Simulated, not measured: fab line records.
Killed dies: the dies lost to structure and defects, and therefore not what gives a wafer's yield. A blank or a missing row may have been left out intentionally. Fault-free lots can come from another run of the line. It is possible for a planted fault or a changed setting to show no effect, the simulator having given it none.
Lot-split experiment ; flow sfq-line ; route with 325 steps; 5 lots, 13 wafers read

== ON THE SPLIT ==
At SFQ_TRILAYER_M7_LITHO_COAT_182 (resist thk 62 nm), the setting spin-rpm was moved away from the recipe's 3000 rpm on 5 of the 13 wafers read, by -6.1% to +4.5%. All remaining wafers had this setting at the recipe value.

== FROM THE SPLIT TO THE READING: what the file shows between them, 3 steps ==
- SFQ_TRILAYER_M7_LITHO_COAT_177: resist thk 600 nm
- SFQ_TRILAYER_M7_LITHO_SOFTBAKE_181
- SFQ_TRILAYER_M7_LITHO_DEVELOP_179: time 60 s

== THE READING ==
etch.depth-nm (the simulator's own value, which no gauge read), in nm, at SFQ_TRILAYER_M7_BARC_OPEN_METAL_ETCH_229 (etches BARC in O2, target depth 125 nm, time 41.7 s). The file does not state a usual value for it. The 8 wafers here that ran the recipe average 61.99 nm, standard deviation 0.12 nm.

wafer;tool, chamber at the split;spin-rpm as run, rpm;against the recipe;etch.depth-nm, nm;against lot-mates on the recipe
L075.2;litho-track-02, 0;2816;-6.1%;63.91;no lot-mate on the recipe
L075.6;litho-track-02, 0;2816;-6.1%;64.12;no lot-mate on the recipe
L076.1;litho-track-01, 0;3000;recipe;61.94;-
L076.3;litho-track-01, 0;3000;recipe;61.94;-
L076.2;litho-track-01, 0;3000;recipe;61.74;-
L076.4;litho-track-01, 0;3135;+4.5%;60.42;-1.45
L076.5;litho-track-01, 0;3135;+4.5%;60.36;-1.51
L080.3;litho-track-01, 0;3000;recipe;62.09;-
L082.4;litho-track-01, 0;3136;+4.5%;60.62;-1.35
L082.6;litho-track-01, 0;3000;recipe;61.97;-
L085.1;litho-track-04, 0;3000;recipe;62.06;-
L085.2;litho-track-04, 0;3000;recipe;62.03;-
L085.6;litho-track-04, 0;3000;recipe;62.16;-

FIT RESULTS
A straight line over all 13 wafers: etch.depth-nm changes by -0.333 nm for each +1% of spin-rpm; r = -0.99; the points scatter about the line by 0.13 nm.
The same after taking each lot's own level away (the mean of its wafers on the recipe; 11 wafers): -0.319 nm for each +1%; r = -0.99; scatter 0.076 nm.
Per that fit: largest spin-rpm move, reading shift of 2 nm.
Across the lots, their own levels run from 61.873 to 62.090 nm, a range of 1.8 times the standard deviation given above.
The two slopes are in agreement: the lot-to-lot level therefore moves the slope only a little.
Check: for one of the wafers moved furthest among these (+4.5%), held out of the fit, the line's prediction against its lot-mates is -1.49 nm. It came out at -1.35 nm against them.

== OTHER SPLITS APPLIED TO THESE WAFERS ==
Before the reading, these wafers also passed through other splits. Each is held against what the fit with the lots' levels taken away leaves over:
other split on the same wafers;wafers away from the commonest value;r with etch.depth-nm (lot level and that fit taken away)
SFQ_TRILAYER_I6_VIA_BARC_OPEN_VIA_ETCH_235 time-s;5;+0.48

== THE WHOLE CHAIN: every reading that the file lists as answering this split, in the file's order ==
step;what it does;reading;change (the file's fit);r (the file's)
SFQ_TRILAYER_M7_LITHO_COAT_182;resist thk 62 nm;BARC_of_TRILAYER_M7_LITHO_COAT_182.thk-nm (the simulator's own value, which no gauge read);-0.317 nm for each +1% of the setting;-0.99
SFQ_TRILAYER_M7_BARC_OPEN_METAL_ETCH_229;etches BARC in O2, target depth 125 nm, time 41.7 s;etch.depth-nm (the simulator's own value, which no gauge read);-0.321 nm for each +1% of the setting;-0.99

== THE FILE'S OWN FIT ==
etch.depth-nm changes by -0.321 nm for each +1% of spin-rpm, r = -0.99.
